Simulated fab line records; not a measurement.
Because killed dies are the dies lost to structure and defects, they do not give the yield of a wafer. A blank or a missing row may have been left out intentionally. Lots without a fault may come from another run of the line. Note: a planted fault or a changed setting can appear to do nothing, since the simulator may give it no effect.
fab line records | flow sfq-line
[record] lots = 5 wafers = 23
route steps=325 shown M3@126 I3@138 M4@153 I4@167 JJ@185 M5@201 R5@212 I5@230
start-h: the number of hours between the record's first day and the start of the first shown wafer of the lot | wait-h: time in hours since the lot's previous step | " as in the row above | L1.1+2: a single row standing in for several wafers | - no value, or no start was given | * or withheld: withheld | < > ~ a bound
route shown NAME@n: names a module that has steps shown in the file, with the first one's number in the route | usual: mean and standard deviation over wafers with no fault | same: alike in all rows | chamber/n: place in a boat | sites: per-site readings | _std_site: their standard deviation | _edge_site: mean of outer sites minus mean of inner sites | radius-mm: for every site, how far away it sits from the centre of the wafer | mask NAME#n: copy n | behind: tool/chamber where the wafer was last shaped | hold: cause of the lot's hold/its duration in hours/its outcome | device: whichever transistor did not switch (one of n, p or np) | end of line: the tests these same wafers got at the end of their route | a step without rows: its recipe alone | killed: dies lost to structure and defects at the first sort, not the wafer's yield | map: per-die view of a wafer (x killed, . not killed, _ where there is no die)
set.NAME: the setting the step ran with; set.NAME@STEP: the setting that earlier step ran with | model.NAME: the simulator's own value behind a step, which no gauge read
lots run with intentionally changed settings; tables by step, rows by wafer
[[steps]]
[step SFQ_TRILAYER_M3_LITHO_PEB_078]
[recipe] peb-temp-c = 115 peb-time-s = 60 resist = KrF
// columns lot.wafer tool chamber start-h wait-h set.peb-temp-c
L075.1+5 litho-track-03 0 771.76 1.0 112.6
L075.2+3+6 " 0 " " 115
L077.1+3+6 litho-track-04 0 786.91 1.0 113.2
L077.4+5 " 0 " " 115
L078.1+5+6 litho-track-02 0 788.34 1.0 115
L079.2+6 litho-track-03 0 825.97 0.8 115
L079.3+4+5 " 0 " " 116.6
L080.1+2+5 litho-track-02 0 835.08 1.0 118.6
L080.3+4 " 0 " " 115
[step SFQ_TRILAYER_M3_LITHO_DEVELOP_077]
[recipe] time-s = 60 resist = KrF
[step SFQ_TRILAYER_M3_BARC_OPEN_METAL_ETCH_100]
[recipe] mask-material = PR chemistry = O2 target-depth-nm = 125 target = BARC icp-w = 600 bias-w = 79.03 pressure-mtorr = 10 time-s = 41.7
// columns lot.wafer tool chamber start-h wait-h set.peb-temp-c@TRILAYER_M3_LITHO_PEB_078 model.M3.cd-nm
L075.1 rie-metal-04 1 772.10 0.0 112.6 546.6
L075.2 " 0 " " 115 500.5
L075.3 " 0 " " 115 500.3
L075.5 " 1 " " 112.6 547.2
L075.6 " 0 " " 115 501.3
L077.1 rie-metal-02 0 787.25 0.0 113.2 535.3
L077.3 " 0 " " 113.2 535.2
L077.4 " 1 " " 115 499.3
L077.5 " 0 " " 115 500.9
L077.6 " 1 " " 113.2 533.7
L078.1 rie-metal-04 1 788.68 0.0 115 501.1
L078.5 " 1 " " 115 501.8
L078.6 " 0 " " 115 502.5
L079.2 rie-metal-02 0 826.28 0.0 115 498.9
L079.3 " 0 " " 116.6 471.8
L079.4 " 1 " " 116.6 471.9
L079.5 " 1 " " 116.6 472.2
L079.6 " 0 " " 115 499.2
L080.1 rie-metal-04 1 835.41 0.0 118.6 444.5
L080.2 " 0 " " 118.6 446
L080.3 " 0 " " 115 503.2
L080.4 " 1 " " 115 501.9
L080.5 " 1 " " 118.6 444.7
[step SFQ_TRILAYER_M3_ETCH_METAL_ETCH_078]
[recipe] target = Nb stop-on = SiO2 mask-material = PR chemistry = Cl2/Ar target-depth-nm = 240 icp-w = 600 bias-w = 80 pressure-mtorr = 10 time-s = 120
[usual] oes-product-au = 0.894/0.0056
// columns lot.wafer tool chamber start-h wait-h set.icp-w set.time-s@TRILAYER_M3_DEP_SPUTTER_073 oes-product-au model.KrF_of_TRILAYER_M3_LITHO_COAT_075.thk-nm
L075.1 rie-metal-04 1 772.16 0.0 600 115.1 0.807 -
L075.2 " 0 " " 600 115.1 0.826 -
L075.3 " 0 " " 600 115.1 0.827 -
L075.5 " 1 " " 600 133.3 0.888 378.8
L075.6 " 0 " " 600 133.3 0.889 376.9
L077.1 rie-metal-02 0 787.31 0.0 600 133.3 0.901 381.3
L077.3 " 0 " " 600 125.9 0.868 -
L077.4 " 1 " " 600 133.3 0.898 384.9
L077.5 " 0 " " 600 125.9 0.860 -
L077.6 " 1 " " 600 125.9 0.870 -
L078.1 rie-metal-04 1 788.74 0.0 600 133.3 0.896 382.2
L078.5 " 1 " " 600 133.3 0.899 380.6
L078.6 " 0 " " 600 133.3 0.895 381
L079.2 rie-metal-02 0 826.34 0.0 657.8 133.3 0.893 366.6
L079.3 " 0 " " 600 133.3 0.889 380.6
L079.4 " 1 " " 600 133.3 0.896 382.2
L079.5 " 1 " " 657.8 133.3 0.897 371.4
L079.6 " 0 " " 600 133.3 0.899 380.9
L080.1 rie-metal-04 1 835.47 0.0 600 143.8 0.939 -
L080.2 " 0 " " 529.6 133.3 0.897 396.8
L080.3 " 0 " " 529.6 143.8 0.931 -
L080.4 " 1 " " 529.6 143.8 0.927 -
L080.5 " 1 " " 600 133.3 0.889 382.6
[step SFQ_TRILAYER_I3_VIA_LITHO_COAT_085]
[recipe] resist = KrF spin-rpm = 3000 resist-thk-nm = 650
// columns lot.wafer tool chamber start-h wait-h set.resist-thk-nm model.KrF_of_TRILAYER_I3_VIA_LITHO_COAT_085.thk-nm
L075.1 litho-track-03 0 781.51 0.2 676.5 678.4
L075.2 " 0 " " 650 649.6
L075.3 " 0 " " 650 650
L075.5 " 0 " " 676.5 674.6
L075.6 " 0 " " 676.5 676.1
L077.1 litho-track-01 0 796.51 0.2 650 650.4
L077.3 " 0 " " 650 650.9
L077.4 " 0 " " 650 647.9
L077.5 " 0 " " 650 649.7
L077.6 " 0 " " 650 649.6
L078.1 litho-track-03 0 799.51 0.2 650 652.9
L078.5 " 0 " " 650 650.8
L078.6 " 0 " " 650 651.9
L079.2 litho-track-04 0 832.56 0.2 650 652
L079.3 " 0 " " 628.6 631.3
L079.4 " 0 " " 650 653.7
L079.5 " 0 " " 628.6 628.4
L079.6 " 0 " " 650 651.7
L080.1 litho-track-04 0 841.07 0.2 650 651.4
L080.2 " 0 " " 650 650.6
L080.3 " 0 " " 612.7 612.5
L080.4 " 0 " " 650 650.7
L080.5 " 0 " " 612.7 613.2
[step SFQ_TRILAYER_M4_LITHO_COAT_093]
[recipe] resist = KrF spin-rpm = 3000 resist-thk-nm = 600
// columns lot.wafer tool chamber start-h wait-h set.resist-thk-nm model.KrF_of_TRILAYER_M4_LITHO_COAT_093.thk-nm
L075.1 litho-track-02 0 926.33 0.2 600 601.4
L075.2 " 0 " " 600 601.8
L075.3 " 0 " " 634.4 636.3
L075.5 " 0 " " 600 601.5
L075.6 " 0 " " 634.4 635.5
L077.1 litho-track-02 0 941.98 0.2 600 598.2
L077.3 " 0 " " 600 599.9
L077.4 " 0 " " 600 600.6
L077.5 " 0 " " 616.7 617.2
L077.6 " 0 " " 616.7 618.2
L078.1 litho-track-02 0 946.13 0.2 600 596.6
L078.5 " 0 " " 600 598.8
L078.6 " 0 " " 600 597.8
L079.2 litho-track-02 0 976.33 0.2 628.8 628
L079.3 " 0 " " 600 599.9
L079.4 " 0 " " 628.8 626.9
L079.5 " 0 " " 628.8 626.5
L079.6 " 0 " " 600 599.4
L080.1 litho-track-03 0 983.58 0.2 586.7 587.9
L080.2 " 0 " " 600 599.3
L080.3 " 0 " " 600 599.7
L080.4 " 0 " " 586.7 588.8
L080.5 " 0 " " 586.7 585.2
[step SFQ_TRILAYER_I4_VIA_LITHO_COAT_108]
[recipe] resist = BARC spin-rpm = 3000 resist-thk-nm = 62
// columns lot.wafer tool chamber start-h wait-h set.spin-rpm model.BARC_of_TRILAYER_I4_VIA_LITHO_COAT_108.thk-nm
L075.1 litho-track-02 0 1062.60 1.0 3000 61.87
L075.2 " 0 " " 3217 59.72
L075.3 " 0 " " 3217 59.83
L075.5 " 0 " " 3217 59.87
L075.6 " 0 " " 3000 61.88
L077.1 litho-track-01 0 1085.89 1.0 3000 61.9
L077.3 " 0 " " 2778 64.31
L077.4 " 0 " " 3000 61.91
L077.5 " 0 " " 2778 64.58
L077.6 " 0 " " 3000 61.92
L078.1 litho-track-02 0 1092.62 1.0 3000 62.39
L078.5 " 0 " " 3000 62.55
L078.6 " 0 " " 3000 62.49
L079.2 litho-track-04 0 1133.46 0.8 3000 61.72
L079.3 " 0 " " 3211 59.55
L079.4 " 0 " " 3211 59.72
L079.5 " 0 " " 3000 61.73
L079.6 " 0 " " 3211 59.8
L080.1 litho-track-04 0 1142.41 1.0 2848 63.64
L080.2 " 0 " " 3000 62.09
L080.3 " 0 " " 2848 63.63
L080.4 " 0 " " 2848 63.79
L080.5 " 0 " " 3000 62.03
[step SFQ_TRILAYER_JJ_CE_LITHO_COAT_119]
[recipe] resist = BARC spin-rpm = 3000 resist-thk-nm = 62
// columns lot.wafer tool chamber start-h wait-h set.spin-rpm model.BARC_of_TRILAYER_JJ_CE_LITHO_COAT_119.thk-nm
L075.1 litho-track-02 0 1209.06 0.1 3000 62.09
L075.2 " 0 " " 2916 62.98
L075.3 " 0 " " 2916 63
L075.5 " 0 " " 3000 61.99
L075.6 " 0 " " 2916 62.91
L077.1 litho-track-02 0 1228.18 0.1 3221 59.85
L077.3 " 0 " " 3221 59.79
L077.4 " 0 " " 3000 62.11
L077.5 " 0 " " 3000 62.01
L077.6 " 0 " " 3000 61.87
L078.1 litho-track-02 0 1234.18 0.1 3000 61.98
L078.5 " 0 " " 3000 62.17
L078.6 " 0 " " 3000 62.01
L079.2 litho-track-03 0 1264.24 0.1 3000 62.1
L079.3 " 0 " " 3144 61.01
L079.4 " 0 " " 3144 60.65
L079.5 " 0 " " 3000 62.13
L079.6 " 0 " " 3000 62
L080.1 litho-track-02 0 1273.93 0.1 2930 62.7
L080.2 " 0 " " 2930 62.83
L080.3 " 0 " " 3000 61.95
L080.4 " 0 " " 3000 62.04
L080.5 " 0 " " 3000 61.86
[step SFQ_TRILAYER_M5_LITHO_EXPOSE_124]
[recipe] mask-id = M5 na = 0.6 source-shape = conventional sigma-outer = 0.65 target-cd-nm = 700 dose-mj = 14.4
// columns lot.wafer tool chamber start-h wait-h mask set.dose-mj
L075.1+3 krf-scanner-01 0 1449.75 - M5#0 14.4
L075.2+5+6 " 0 " " M5#0 14.12
L077.1+6 krf-scanner-02 0 1464.93 - M5#0 14.4
L077.3+4+5 " 0 " " M5#0 14
L078.1+5+6 krf-scanner-02 0 1467.33 - M5#0 14.4
L079.2+3+5 krf-scanner-02 0 1477.13 - M5#0 14.4
L079.4+6 " 0 " " M5#0 13.42
L080.1+2+3+4+5 krf-scanner-02 0 1488.05 - M5#0 14.4
[step SFQ_TRILAYER_M5_LITHO_PEB_126]
[recipe] peb-temp-c = 115 peb-time-s = 60 resist = KrF
[step SFQ_TRILAYER_M5_LITHO_DEVELOP_125]
[recipe] time-s = 60 resist = KrF
[step SFQ_TRILAYER_M5_BARC_OPEN_METAL_ETCH_161]
[recipe] mask-material = PR chemistry = O2 target-depth-nm = 125 target = BARC icp-w = 600 bias-w = 80 pressure-mtorr = 10 time-s = 41.7
// columns lot.wafer tool chamber start-h wait-h set.dose-mj@TRILAYER_M5_LITHO_EXPOSE_124 model.M5.cd-nm
L075.1 rie-metal-04 0 1451.28 0.0 14.4 699.4
L075.2 " 1 " " 14.12 702.1
L075.3 " 0 " " 14.4 700.2
L075.5 " 1 " " 14.12 702.8
L075.6 " 0 " " 14.12 703.2
L077.1 rie-metal-03 1 1466.47 0.0 14.4 698.8
L077.3 " 1 " " 14 703.5
L077.4 " 0 " " 14 703
L077.5 " 1 " " 14 703.9
L077.6 " 0 " " 14.4 697.7
L078.1 rie-metal-03 0 1468.87 0.0 14.4 695.9
L078.5+6 " 0,1 " " 14.4 696.7
L079.2 rie-metal-04 0 1478.47 0.0 14.4 699.5
L079.3 " 1 " " 14.4 699.7
L079.4 " 0 " " 13.42 711.3
L079.5 " 0 " " 14.4 700
L079.6 " 1 " " 13.42 711.6
L080.1 rie-metal-03 0 1489.59 0.0 14.4 699
L080.2 " 1 " " 14.4 700.8
L080.3+5 " 1,0 " " 14.4 699.8
L080.4 " 0 " " 14.4 698.3
[step SFQ_TRILAYER_R5_DEP_SPUTTER_132]
[recipe] material = Ti base-pressure-pa = 1.33e-06 target-thk-nm = 5 power-w = 2000 time-s = 5 chamber-pressure-pa = 0.4
// columns lot.wafer tool chamber start-h wait-h set.power-w model.Ti_of_TRILAYER_R5_DEP_SPUTTER_132.thk-nm
L075.1 pvd-sputter-06 - 1496.59 1.0 2000 4.925
L075.2 " - " " 2000 4.931
L075.3 " - " " 2000 5.063
L075.5 " - " " 2000 4.907
L075.6 " - " " 2000 4.941
L077.1 pvd-sputter-04 - 1511.57 1.0 1870 4.786
L077.3 " - " " 1870 4.796
L077.4 " - " " 1870 4.916
L077.5 " - " " 2000 5.228
L077.6 " - " " 2000 5.158
L078.1 pvd-sputter-03 - 1511.59 1.0 2000 5.1
L078.5 " - " " 2000 5.097
L078.6 " - " " 2000 5.092
L079.2 pvd-sputter-04 - 1523.57 0.8 1790 4.435
L079.3 " - " " 1790 4.312
L079.4 " - " " 2000 4.94
L079.5 " - " " 2000 4.899
L079.6 " - " " 2000 4.848
L080.1 pvd-sputter-04 - 1538.57 1.0 2000 4.981
L080.2 " - " " 2000 5.005
L080.3 " - " " 2000 4.941
L080.4 " - " " 2000 5.027
L080.5 " - " " 2000 5.07
[step SFQ_TRILAYER_R5_DEP_SPUTTER_133]
[recipe] material = MoNx base-pressure-pa = 1.33e-06 target-thk-nm = 40 power-w = 1000 time-s = 66.7 chamber-pressure-pa = 0.4
// columns lot.wafer tool chamber start-h wait-h set.time-s model.MoNx_of_TRILAYER_R5_DEP_SPUTTER_133.thk-nm
L075.1 pvd-sputter-06 - 1496.61 0.0 59.58 35.79
L075.2 " - " " 66.7 40.15
L075.3 " - " " 66.7 40.51
L075.5 " - " " 59.58 35.87
L075.6 " - " " 59.58 36.16
L077.1+4 pvd-sputter-04 - 1511.59 0.0 70.17 42.31
L077.3 " - " " 66.7 40.68
L077.5 " - " " 66.7 40.35
L077.6 " - " " 66.7 40.11
L078.1 pvd-sputter-03 - 1511.61 0.0 66.7 40.2
L078.5 " - " " 66.7 40.31
L078.6 " - " " 66.7 40.1
L079.2 pvd-sputter-04 - 1523.59 0.0 72.33 42.96
L079.3 " - " " 66.7 39.8
L079.4 " - " " 72.33 43.03
L079.5 " - " " 66.7 39.75
L079.6 " - " " 72.33 43.11
L080.1+5 pvd-sputter-04 - 1538.59 0.0 66.7 40.12
L080.2 " - " " 73.84 44.08
L080.3 " - " " 73.84 44.71
L080.4 " - " " 66.7 40.33
[step SFQ_TRILAYER_R5_DEP_SPUTTER_134]
[recipe] material = Ti base-pressure-pa = 1.33e-06 target-thk-nm = 5 power-w = 2062 time-s = 5 chamber-pressure-pa = 0.4
[step SFQ_R5_RS_MEAS_933]
[recipe] thk-meas-gauge = four-point-probe reads = Ti_of_TRILAYER_R5_DEP_SPUTTER_134+MoNx_of_TRILAYER_R5_DEP_SPUTTER_133+Ti_of_TRILAYER_R5_DEP_SPUTTER_132
[usual] R5_MONX_RS = 7.04/0.067
// columns lot.wafer tool chamber start-h wait-h set.time-s@TRILAYER_R5_DEP_SPUTTER_133 R5_MONX_RS[ohm/sq]
L075.1 film-metro-01 - 1496.68 0.0 59.58 7.85
L075.2 " - " " 66.7 7.03
L075.3 " - " " 66.7 6.97
L075.5 " - " " 59.58 7.82
L075.6 " - " " 59.58 7.74
L077.1 film-metro-01 - 1511.66 0.0 70.17 6.70
L077.3 " - " " 66.7 6.97
L077.4 " - " " 70.17 6.70
L077.5 " - " " 66.7 6.97
L077.6 " - " " 66.7 7.02
L078.1 film-metro-03 - 1511.68 0.0 66.7 7.00
L078.5 " - " " 66.7 6.99
L078.6 " - " " 66.7 7.02
L079.2 film-metro-01 - 1523.68 0.0 72.33 6.61
L079.3 " - " " 66.7 7.12
L079.4 " - " " 72.33 6.58
L079.5 " - " " 66.7 7.11
L079.6 " - " " 72.33 6.58
L080.1 film-metro-01 - 1538.66 0.0 66.7 7.03
L080.2 " - " " 73.84 6.41
L080.3 " - " " 73.84 6.35
L080.4 " - " " 66.7 7.00
L080.5 " - " " 66.7 7.01
[step SFQ_R5_THK_MEAS_934]
[recipe] thk-meas-gauge = xrf reads = MoNx_of_TRILAYER_R5_DEP_SPUTTER_133
[usual] R5_MONX_THK = 40.2/0.48
// columns lot.wafer tool chamber start-h wait-h set.time-s@TRILAYER_R5_DEP_SPUTTER_133 R5_MONX_THK[nm]
L075.1 film-metro-01 - 1496.80 0.1 59.58 36.1
L075.2 " - " " 66.7 40.6
L075.3 " - " " 66.7 40.9
L075.5 " - " " 59.58 36.1
L075.6 " - " " 59.58 36.7
L077.1 film-metro-01 - 1511.78 0.1 70.17 42.7
L077.3 " - " " 66.7 40.9
L077.4 " - " " 70.17 42.8
L077.5 " - " " 66.7 40.6
L077.6 " - " " 66.7 40.4
L078.1 film-metro-03 - 1511.80 0.1 66.7 40.3
L078.5 " - " " 66.7 40.2
L078.6 " - " " 66.7 39.9
L079.2 film-metro-01 - 1523.79 0.1 72.33 43.1
L079.3 " - " " 66.7 40.3
L079.4 " - " " 72.33 43.4
L079.5 " - " " 66.7 40.3
L079.6 " - " " 72.33 43.4
L080.1 film-metro-01 - 1538.78 0.1 66.7 40.4
L080.2 " - " " 73.84 43.9
L080.3 " - " " 73.84 44.9
L080.4 " - " " 66.7 40.3
L080.5 " - " " 66.7 40.0
[step SFQ_TRILAYER_R5_BARC_OPEN_METAL_ETCH_177]
[recipe] mask-material = PR chemistry = O2 target-depth-nm = 125 target = BARC icp-w = 600 bias-w = 80 pressure-mtorr = 10 time-s = 41.7
[usual] oes-product-au = 0.686/0.0052
// columns lot.wafer tool chamber start-h wait-h set.time-s oes-product-au model.KrF_of_TRILAYER_R5_LITHO_COAT_136.thk-nm
L075.1 rie-metal-01 1 1503.09 0.0 36.41 0.730 -
L075.2 " 0 " " 36.41 0.733 530.9
L075.3 " 0 " " 36.41 0.729 529.4
L075.5 " 0 " " 41.7 0.690 -
L075.6 " 1 " " 41.7 0.684 -
L077.1 rie-metal-01 0 1519.99 0.0 41.7 0.690 -
L077.3 " 1 " " 41.7 0.690 -
L077.4 " 0 " " 35.75 0.738 -
L077.5 " 0 " " 35.75 0.737 529.2
L077.6 " 1 " " 41.7 0.681 520.6
L078.1 rie-metal-04 0 1521.19 0.0 41.7 0.679 524.1
L078.5 " 0 " " 41.7 0.690 524.7
L078.6 " 1 " " 41.7 0.681 524.2
L079.2 rie-metal-03 1 1533.80 0.0 35.6 0.741 -
L079.3 " 0 " " 35.6 0.751 -
L079.4 " 1 " " 35.6 0.741 -
L079.5 " 0 " " 41.7 0.678 523
L079.6 " 1 " " 41.7 0.692 -
L080.1 rie-metal-04 0 1550.60 0.0 41.7 0.688 525.2
L080.2 " 1 " " 43.33 0.679 -
L080.3 " 1 " " 43.33 0.684 -
L080.4 " 0 " " 43.33 0.676 523.3
L080.5 " 0 " " 41.7 0.679 523
[step SFQ_TRILAYER_R5_ETCH_METAL_ETCH_139]
[recipe] stop-on = SiO2 mask-material = PR chemistry = Cl2 target-depth-nm = 60 icp-w = 600 bias-w = 80 pressure-mtorr = 10 time-s = 40
// columns lot.wafer tool chamber start-h wait-h set.time-s@TRILAYER_R5_BARC_OPEN_METAL_ETCH_177 model.KrF_of_TRILAYER_R5_LITHO_COAT_136.thk-nm
L075.1 rie-metal-01 1 1503.14 0.0 36.41 -
L075.2 " 0 " " 36.41 507.3
L075.3 " 0 " " 36.41 505.6
L075.5+6 " 0,1 " " 41.7 -
L077.1+3 rie-metal-01 0,1 1520.04 0.0 41.7 -
L077.4 " 0 " " 35.75 -
L077.5 " 0 " " 35.75 505.2
L077.6 " 1 " " 41.7 496.5
L078.1 rie-metal-04 0 1521.26 0.1 41.7 500
L078.5 " 0 " " 41.7 500.6
L078.6 " 1 " " 41.7 500.3
L079.2+3+4 rie-metal-03 1,0,1 1533.86 0.0 35.6 -
L079.5 " 0 " " 41.7 498.9
L079.6 " 1 " " 41.7 -
L080.1 rie-metal-04 0 1550.66 0.0 41.7 501.1
L080.2+3 " 1 " " 43.33 -
L080.4 " 0 " " 43.33 499.2
L080.5 " 0 " " 41.7 499
[step SFQ_TRILAYER_I5_LITHO_COAT_144]
[recipe] resist = KrF spin-rpm = 3000 resist-thk-nm = 650
// columns lot.wafer tool chamber start-h wait-h set.spin-rpm model.KrF_of_TRILAYER_I5_LITHO_COAT_144.thk-nm
L075.1 litho-track-04 0 1504.32 0.2 3126 635.5
L075.2 " 0 " " 3126 638
L075.3 " 0 " " 3000 650.5
L075.5 " 0 " " 3000 648.2
L075.6 " 0 " " 3000 649.8
L077.1 litho-track-04 0 1521.20 0.2 3000 649.7
L077.3 " 0 " " 3158 632.3
L077.4 " 0 " " 3000 651.5
L077.5 " 0 " " 3158 632.8
L077.6 " 0 " " 3000 651.3
L078.1 litho-track-04 0 1522.66 0.2 3000 653.1
L078.5 " 0 " " 3000 650.8
L078.6 " 0 " " 3000 652.2
L079.2 litho-track-04 0 1535.07 0.2 3000 651.6
L079.3 " 0 " " 3000 650.3
L079.4 " 0 " " 3000 651.1
L079.5 " 0 " " 3000 649.7
L079.6 " 0 " " 3000 650.6
L080.1 litho-track-04 0 1551.82 0.2 3073 641.7
L080.2 " 0 " " 3000 648.9
L080.3 " 0 " " 3073 642
L080.4 " 0 " " 3000 651.1
L080.5 " 0 " " 3073 642.1
[step SFQ_TRILAYER_I5_BARC_OPEN_VIA_ETCH_200]
[recipe] mask-material = PR chemistry = O2 target-depth-nm = 125 target = BARC source-w = 500 bias-w = 80 pressure-mtorr = 30 time-s = 41.7
// columns lot.wafer tool chamber start-h wait-h set.source-w set.spin-rpm@TRILAYER_I5_LITHO_COAT_144 model.KrF_of_TRILAYER_I5_LITHO_COAT_144.thk-nm
L075.1 rie-diel-02 1 1512.79 0.0 529.6 3126 555.6
L075.2 " 2 " " 500 3126 560.9
L075.3 " 0 " " 529.6 3000 570.6
L075.5 " 3 " " 500 3000 570.9
L075.6 " 0 " " 529.6 3000 569.8
L077.1 rie-diel-02 3 1529.59 0.0 500 3000 572.7
L077.3 " 1 " " 500 3158 555.6
L077.4 " 2 " " 526 3000 572.3
L077.5 " 1 " " 526 3158 553.7
L077.6 " 2 " " 526 3000 572.2
L078.1 rie-diel-02 3 1532.60 0.0 500 3000 575.7
L078.5 " 1 " " 500 3000 573.4
L078.6 " 0 " " 500 3000 574.7
L079.2 rie-diel-02 2 1545.80 0.0 500 3000 574.5
L079.3+6 " 3,0 " " 500 3000 572.9
L079.4 " 1 " " 500 3000 573.3
L079.5 " 1 " " 500 3000 571.9
L080.1 rie-diel-02 3 1569.56 0.0 500 3073 564.7
L080.2 " 0 " " 500 3000 571.5
L080.3 " 2 " " 442.6 3073 569.7
L080.4 " 1 " " 500 3000 573.4
L080.5 " 2 " " 442.6 3073 570
[[key]]
[split] step = SFQ_TRILAYER_M3_LITHO_PEB_078 setting = peb-temp-c stated = 115 by = wafer
[response] step = SFQ_TRILAYER_M3_BARC_OPEN_METAL_ETCH_100 reading = model.M3.cd-nm change = -19.9 per = 1% r = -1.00
[split] step = SFQ_TRILAYER_M3_ETCH_METAL_ETCH_078 setting = icp-w stated = 600 by = wafer
[response] step = SFQ_TRILAYER_M3_ETCH_METAL_ETCH_078 reading = model.KrF_of_TRILAYER_M3_LITHO_COAT_075.thk-nm change = -1.25 per = 1% r = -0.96
[split] step = SFQ_TRILAYER_I3_VIA_LITHO_COAT_085 setting = resist-thk-nm stated = 650 by = wafer
[response] step = SFQ_TRILAYER_I3_VIA_LITHO_COAT_085 reading = model.KrF_of_TRILAYER_I3_VIA_LITHO_COAT_085.thk-nm change = +6.64 per = 1% r = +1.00
[split] step = SFQ_TRILAYER_M4_LITHO_COAT_093 setting = resist-thk-nm stated = 600 by = wafer
[response] step = SFQ_TRILAYER_M4_LITHO_COAT_093 reading = model.KrF_of_TRILAYER_M4_LITHO_COAT_093.thk-nm change = +5.93 per = 1% r = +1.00
[split] step = SFQ_TRILAYER_I4_VIA_LITHO_COAT_108 setting = spin-rpm stated = 3000 by = wafer
[response] step = SFQ_TRILAYER_I4_VIA_LITHO_COAT_108 reading = model.BARC_of_TRILAYER_I4_VIA_LITHO_COAT_108.thk-nm change = -0.309 per = 1% r = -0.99
[split] step = SFQ_TRILAYER_JJ_CE_LITHO_COAT_119 setting = spin-rpm stated = 3000 by = wafer
[response] step = SFQ_TRILAYER_JJ_CE_LITHO_COAT_119 reading = model.BARC_of_TRILAYER_JJ_CE_LITHO_COAT_119.thk-nm change = -0.292 per = 1% r = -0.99
[split] step = SFQ_TRILAYER_M5_LITHO_EXPOSE_124 setting = dose-mj stated = 14.4 by = wafer
[response] step = SFQ_TRILAYER_M5_BARC_OPEN_METAL_ETCH_161 reading = model.M5.cd-nm change = -1.73 per = 1% r = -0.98
[split] step = SFQ_TRILAYER_R5_DEP_SPUTTER_132 setting = power-w stated = 2000 by = wafer
[response] step = SFQ_TRILAYER_R5_DEP_SPUTTER_132 reading = model.Ti_of_TRILAYER_R5_DEP_SPUTTER_132.thk-nm change = +0.0513 per = 1% r = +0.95
[split] step = SFQ_TRILAYER_R5_DEP_SPUTTER_133 setting = time-s stated = 66.7 by = wafer
[response] step = SFQ_TRILAYER_R5_DEP_SPUTTER_133 reading = model.MoNx_of_TRILAYER_R5_DEP_SPUTTER_133.thk-nm change = +0.396 per = 1% r = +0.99
[response] step = SFQ_R5_RS_MEAS_933 reading = R5_MONX_RS change = -0.0651 per = 1% r = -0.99
[response] step = SFQ_R5_THK_MEAS_934 reading = R5_MONX_THK change = +0.393 per = 1% r = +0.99
[split] step = SFQ_TRILAYER_R5_BARC_OPEN_METAL_ETCH_177 setting = time-s stated = 41.7 by = wafer
[response] step = SFQ_TRILAYER_R5_BARC_OPEN_METAL_ETCH_177 reading = oes-product-au change = -0.00364 per = 1% r = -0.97
[response] step = SFQ_TRILAYER_R5_BARC_OPEN_METAL_ETCH_177 reading = model.KrF_of_TRILAYER_R5_LITHO_COAT_136.thk-nm change = -0.563 per = 1% r = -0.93
[response] step = SFQ_TRILAYER_R5_ETCH_METAL_ETCH_139 reading = model.KrF_of_TRILAYER_R5_LITHO_COAT_136.thk-nm change = -0.571 per = 1% r = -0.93
[split] step = SFQ_TRILAYER_I5_LITHO_COAT_144 setting = spin-rpm stated = 3000 by = wafer
[response] step = SFQ_TRILAYER_I5_LITHO_COAT_144 reading = model.KrF_of_TRILAYER_I5_LITHO_COAT_144.thk-nm change = -3.3 per = 1% r = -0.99
[response] step = SFQ_TRILAYER_I5_BARC_OPEN_VIA_ETCH_200 reading = model.KrF_of_TRILAYER_I5_LITHO_COAT_144.thk-nm change = -3.02 per = 1% r = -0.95
[split] step = SFQ_TRILAYER_I5_BARC_OPEN_VIA_ETCH_200 setting = source-w stated = 500 by = wafer
response none clear
split outside-this-file step=SFQ_TRILAYER_M3_DEP_SPUTTER_073 setting=time-s
// split outside-this-file: this setting was split too, and the file shows its column; the key of that split is in another file
